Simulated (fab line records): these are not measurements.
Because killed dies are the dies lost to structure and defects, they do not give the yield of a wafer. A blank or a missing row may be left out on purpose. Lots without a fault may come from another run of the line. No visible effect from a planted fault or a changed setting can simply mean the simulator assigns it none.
8D (eight disciplines) problem report, filled in by code / flow sky130 / the parts of the form that need people (team, actions taken, sign-off) are left out

## 1. WHAT WENT WRONG
cathode_dc_power_W at SKY_METAL3_SPUTTER_00 reads a mean of 2513.6 W on 2 wafers of 2 lots; wafers without a fault read 3000.0 W with a standard deviation of 0.6. So: -99 or more standard deviations from the usual mean.
The step: material Ti, target thk 15 nm, time 10 s.
Earliest sighting: wafer L766.2 on pvd_sputter-04 at day 39 14:54. Wafers with a number at this step in the record: 18, from 6 lots. Rule for "out", or "out of limits": more than 4 standard deviations from the usual mean. The other wafers with a number count as sound.

## 2. WHAT THIS IS AND IS NOT
question=which readings at this step | is=cathode_dc_power_W | is not=throttle_valve_pct
question=which lots | is=L766, L767 | is not=L761, L762, L771, L777
question=which wafers of those lots | is=L766.2, L767.3 | is not=L766.3, L766.6, L767.2, L767.6
question=read on which tools | is=pvd_sputter-04 | is not=pvd_sputter-02, pvd_sputter-03
question=when | is=from day 39 14:54 | is not=up to then (8 sound wafers); but 8 sound wafers of L767, L771, L777 came after

## 3. WHAT RULES OUT EACH SUSPECT
Counting: any tool at a process step up to the reading remains a suspect provided it ran every lot that is out. Sound lots after the first of them don't rule it out here, since some wafers of a struck lot are sound.
- plasma_asher-03 at SKY_VIA2_STRIP_16 (strips in O2/N2): kept. Every lot that is out went through it, the first being L766 (day 39 13:38); the last sound lot it ran before that was L762 (day 38 18:55).
- cmp-01 at SKY_VIA2_CMP_24 (polishes, stops on SiO2, t overpolish 20 s, target thk 0 nm): kept. It ran every lot that is out, first L766 (day 39 14:39).
- pvd_sputter-04 at SKY_METAL3_SPUTTER_00 (material Ti, target thk 15 nm, time 10 s): kept. Every lot that is out went through it, the first being L766 (day 39 14:54); the last sound lot it ran before that was L762 (day 38 20:12). Its own readings are out on those wafers: cathode_dc_power_W.
After the count, these remain: plasma_asher-03 at SKY_VIA2_STRIP_16, cmp-01 at SKY_VIA2_CMP_24 and pvd_sputter-04 at SKY_METAL3_SPUTTER_00.

## 4. THE CAUSE (what the simulator had put in)
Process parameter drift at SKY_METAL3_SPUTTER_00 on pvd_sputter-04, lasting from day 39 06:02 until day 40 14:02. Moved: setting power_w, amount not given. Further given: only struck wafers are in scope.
This tool is one of the 3 suspects left after counting.

## 5. THE CHAIN OF EFFECTS, in route order
Each row: a reading where the mean over the struck wafers with a number is more than 3 standard deviations away from the usual. Only readings whose record carries a usual standard deviation are examined. hours: median over the lots of the time between each lot's start at the first step of this table that gives one and its start at this step. sigmas: the change, counted in usual standard deviations.
hours=0; step=SKY_METAL3_SPUTTER_00; reading=cathode_dc_power_W; usual=3000.0 W; on struck wafers=2513.6; change=-486.4; sigmas=-99 or more
Process steps it contains:
- SKY_METAL3_SPUTTER_00: material Ti, target thk 15 nm, time 10 s.

## 6. WHAT WOULD HAVE CAUGHT IT SOONER
In this record the first reading out of limits was taken at day 39 14:54, 9 hours after the fault began at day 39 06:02.
